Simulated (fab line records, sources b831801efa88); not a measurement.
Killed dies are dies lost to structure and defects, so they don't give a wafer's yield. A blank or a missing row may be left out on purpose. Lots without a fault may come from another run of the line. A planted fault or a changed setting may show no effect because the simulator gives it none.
Which tool did it? | flow gf180mcu | 6 lots, 18 wafers sampled, at 2 steps of a route of 602

WHAT THE GAUGES READ, wafer by wafer
GF_MVSD_TW_MEAS_11.
lot  | measured    | on            | MVSD_TW
L422 | day 4 17:23 | film_metro-01 | 1577 1569 1571
L424 | day 5 04:12 | film_metro-01 | 1579 1575 1571
L426 | day 5 15:08 | film_metro-04 | 1563 1568 1566
L430 | day 6 15:15 | film_metro-04 | 1571 1568 1568
L436 | day 8 02:21 | film_metro-04 | 1680 1676 1687
L438 | day 8 12:00 | film_metro-01 | 1678 1669 1683

WHICH TOOL RAN EACH LOT (tool, then ch and the chambers of the sampled wafers, then the start)
lot  | GF_MVSD_IMPLANT_09
L422 | implanter-04 ch 0, day 4 17:08
L424 | implanter-04 ch 0, day 5 03:58
L426 | implanter-04 ch 0, day 5 14:55
L430 | implanter-01 ch 0, day 6 15:00
L436 | implanter-03 ch 0, day 8 02:07
L438 | implanter-04 ch 0, day 8 11:45
- GF_MVSD_IMPLANT_09

THE ANSWER, worked out from the rows above alone
Rule: what is usual is taken from the lots themselves. Put in order of their means at a reading, lots are off if they are a third of the lots or fewer, leave a main group of 4 or more, and stand apart from it by a gap of 3 or more times the standard deviation of the main group's means; of several such gaps the widest counts. A main group whose means are all the same, to the digits that the tables above print for the reading, isn't used. A lot without any number at a reading at which 4 lots or more have one is off too. The other lots that the step has rows for count as sound.
Off: L436, L438, at GF_MVSD_TW_MEAS_11 (MVSD_TW). The main group: mean 1570, standard deviation 3.5.
A tool fits if, at a process step before that reading, it ran every lot that is off, and no sound lot after the first of them. The gauges at GF_MVSD_TW_MEAS_11 are tried like those tools. None of those tried fits.

WHAT THE SIMULATOR HAD PUT IN
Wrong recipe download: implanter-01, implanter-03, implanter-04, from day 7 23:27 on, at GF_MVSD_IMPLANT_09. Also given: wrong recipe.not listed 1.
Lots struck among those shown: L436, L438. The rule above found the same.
